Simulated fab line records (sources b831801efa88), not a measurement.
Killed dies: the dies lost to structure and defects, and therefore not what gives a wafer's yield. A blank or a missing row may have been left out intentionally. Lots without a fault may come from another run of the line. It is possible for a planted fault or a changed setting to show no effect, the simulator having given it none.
Chamber matching :: flow gf180mcu :: rie-diel-04 running GF_CONTACT_ETCH_16: 4 sister chambers
The step etches BARC in N2/H2. 22 wafers are shown with their chamber, then 11 later ones without.

## EACH WAFER AND ITS CHAMBER
wafer: L075.3
chamber: 1
h2-flow-sccm (sccm): 199.5
oes-product-au (a.u.): 0.865
throttle-valve-pct (%): 13.224

wafer: L075.4
chamber: 0
h2-flow-sccm (sccm): 200.4
oes-product-au (a.u.): 0.864
throttle-valve-pct (%): 13.235

wafer: L075.5
chamber: 1
h2-flow-sccm (sccm): 198.7
oes-product-au (a.u.): 0.850
throttle-valve-pct (%): 13.223

wafer: L081.2
chamber: 1
h2-flow-sccm (sccm): 200.3
oes-product-au (a.u.): 0.848
throttle-valve-pct (%): 13.222

wafer: L081.4
chamber: 2
h2-flow-sccm (sccm): 200.5
oes-product-au (a.u.): 0.862
throttle-valve-pct (%): 13.217

wafer: L081.6
chamber: 0
h2-flow-sccm (sccm): 200.9
oes-product-au (a.u.): 0.851
throttle-valve-pct (%): 13.209

wafer: L083.3
chamber: 1
h2-flow-sccm (sccm): 200.1
oes-product-au (a.u.): 0.855
throttle-valve-pct (%): 13.224

wafer: L083.4
chamber: 2
h2-flow-sccm (sccm): 199.6
oes-product-au (a.u.): 0.863
throttle-valve-pct (%): 13.243

wafer: L083.5
chamber: 0
h2-flow-sccm (sccm): 199.0
oes-product-au (a.u.): 0.853
throttle-valve-pct (%): 13.231

wafer: L085.1
chamber: 1
h2-flow-sccm (sccm): 199.5
oes-product-au (a.u.): 0.853
throttle-valve-pct (%): 13.237

wafer: L085.2
chamber: 2
h2-flow-sccm (sccm): 199.6
oes-product-au (a.u.): 0.854
throttle-valve-pct (%): 13.210

wafer: L085.5
chamber: 0
h2-flow-sccm (sccm): 200.8
oes-product-au (a.u.): 0.856
throttle-valve-pct (%): 13.217

wafer: L086.1
chamber: 2
h2-flow-sccm (sccm): 200.3
oes-product-au (a.u.): 0.852
throttle-valve-pct (%): 13.226

wafer: L086.4
chamber: 3
h2-flow-sccm (sccm): 199.8
oes-product-au (a.u.): 0.847
throttle-valve-pct (%): 13.231

wafer: L086.6
chamber: 1
h2-flow-sccm (sccm): 200.7
oes-product-au (a.u.): 0.854
throttle-valve-pct (%): 13.233

wafer: L088.1
chamber: 3
h2-flow-sccm (sccm): 199.4
oes-product-au (a.u.): 0.851
throttle-valve-pct (%): 13.229

wafer: L088.2
chamber: 1
h2-flow-sccm (sccm): 199.9
oes-product-au (a.u.): 0.858
throttle-valve-pct (%): 13.216

wafer: L088.6
chamber: 1
h2-flow-sccm (sccm): 201.0
oes-product-au (a.u.): 0.853
throttle-valve-pct (%): 13.223

wafer: L091.2
chamber: 3
h2-flow-sccm (sccm): 199.3
oes-product-au (a.u.): 0.859
throttle-valve-pct (%): 13.233

wafer: L091.3
chamber: 0
h2-flow-sccm (sccm): 200.3
oes-product-au (a.u.): 0.849
throttle-valve-pct (%): 13.228

wafer: L091.4
chamber: 1
h2-flow-sccm (sccm): 198.8
oes-product-au (a.u.): 0.859
throttle-valve-pct (%): 13.240

wafer: L092.3
chamber: 3
h2-flow-sccm (sccm): 199.8
oes-product-au (a.u.): 0.850
throttle-valve-pct (%): 13.212

SIGNATURES (averages over the wafers above)
reading: h2-flow-sccm
chamber 0: 200.280
chamber 1: 199.833
chamber 2: 200.000
chamber 3: 199.575
scatter within a chamber: 0.673

reading: oes-product-au
chamber 0: 0.85460
chamber 1: 0.85500
chamber 2: 0.85775
chamber 3: 0.85175
scatter within a chamber: 0.00536

reading: throttle-valve-pct
chamber 0: 13.22400
chamber 1: 13.22689
chamber 2: 13.22400
chamber 3: 13.22625
scatter within a chamber: 0.0101
Rule: a wafer's distance from a chamber is the root of the sum, over the readings, of the square of ((its reading less the chamber's mean) divided by the reading's scatter). The wafer belongs to the nearest chamber; if the next one is less than 2 further off, it can't be placed. The scatter: the root of (the sum of the squares of (reading less its chamber's mean) over the shown wafers, divided by (wafers less chambers)).

## WAFERS WHOSE CHAMBER IS MISSING
wafer: L092.4
h2-flow-sccm (sccm): 200.5
oes-product-au (a.u.): 0.852
throttle-valve-pct (%): 13.207

wafer: L092.6
h2-flow-sccm (sccm): 200.2
oes-product-au (a.u.): 0.852
throttle-valve-pct (%): 13.231

wafer: L093.1
h2-flow-sccm (sccm): 200.1
oes-product-au (a.u.): 0.858
throttle-valve-pct (%): 13.233

wafer: L093.3
h2-flow-sccm (sccm): 200.5
oes-product-au (a.u.): 0.853
throttle-valve-pct (%): 13.218

wafer: L093.4
h2-flow-sccm (sccm): 200.1
oes-product-au (a.u.): 0.850
throttle-valve-pct (%): 13.220

wafer: L096.2
h2-flow-sccm (sccm): 199.2
oes-product-au (a.u.): 0.849
throttle-valve-pct (%): 13.227

wafer: L096.3
h2-flow-sccm (sccm): 199.8
oes-product-au (a.u.): 0.850
throttle-valve-pct (%): 13.213

wafer: L096.6
h2-flow-sccm (sccm): 200.4
oes-product-au (a.u.): 0.849
throttle-valve-pct (%): 13.229

wafer: L097.3
h2-flow-sccm (sccm): 199.8
oes-product-au (a.u.): 0.859
throttle-valve-pct (%): 13.234

wafer: L097.5
h2-flow-sccm (sccm): 200.2
oes-product-au (a.u.): 0.857
throttle-valve-pct (%): 13.221

wafer: L097.6
h2-flow-sccm (sccm): 199.7
oes-product-au (a.u.): 0.858
throttle-valve-pct (%): 13.235

## EACH ONE'S CHAMBER
wafer: L092.4
from the rows above: can't be placed: 0 or 2 or 1 or 3
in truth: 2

wafer: L092.6
from the rows above: can't be placed: 0 or 1 or 3 or 2
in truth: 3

wafer: L093.1
from the rows above: can't be placed: 2 or 1 or 0 or 3
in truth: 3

wafer: L093.3
from the rows above: can't be placed: 0 or 2 or 1 or 3
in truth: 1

wafer: L093.4
from the rows above: can't be placed: 0 or 3 or 1 or 2
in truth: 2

wafer: L096.2
from the rows above: can't be placed: 3 or 1 or 0 or 2
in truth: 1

wafer: L096.3
from the rows above: can't be placed: 3 or 0 or 1 or 2
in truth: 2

wafer: L096.6
from the rows above: can't be placed: 0 or 3 or 1 or 2
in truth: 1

wafer: L097.3
from the rows above: can't be placed: 1 or 2 or 0 or 3
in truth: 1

wafer: L097.5
from the rows above: can't be placed: 2 or 0 or 1 or 3
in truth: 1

wafer: L097.6
from the rows above: can't be placed: 1 or 2 or 3 or 0
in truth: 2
0 of 11 placed correctly. From these rows, 11 cannot be placed; in 11 the true chamber is one of the candidates. Wrongly placed: 0.
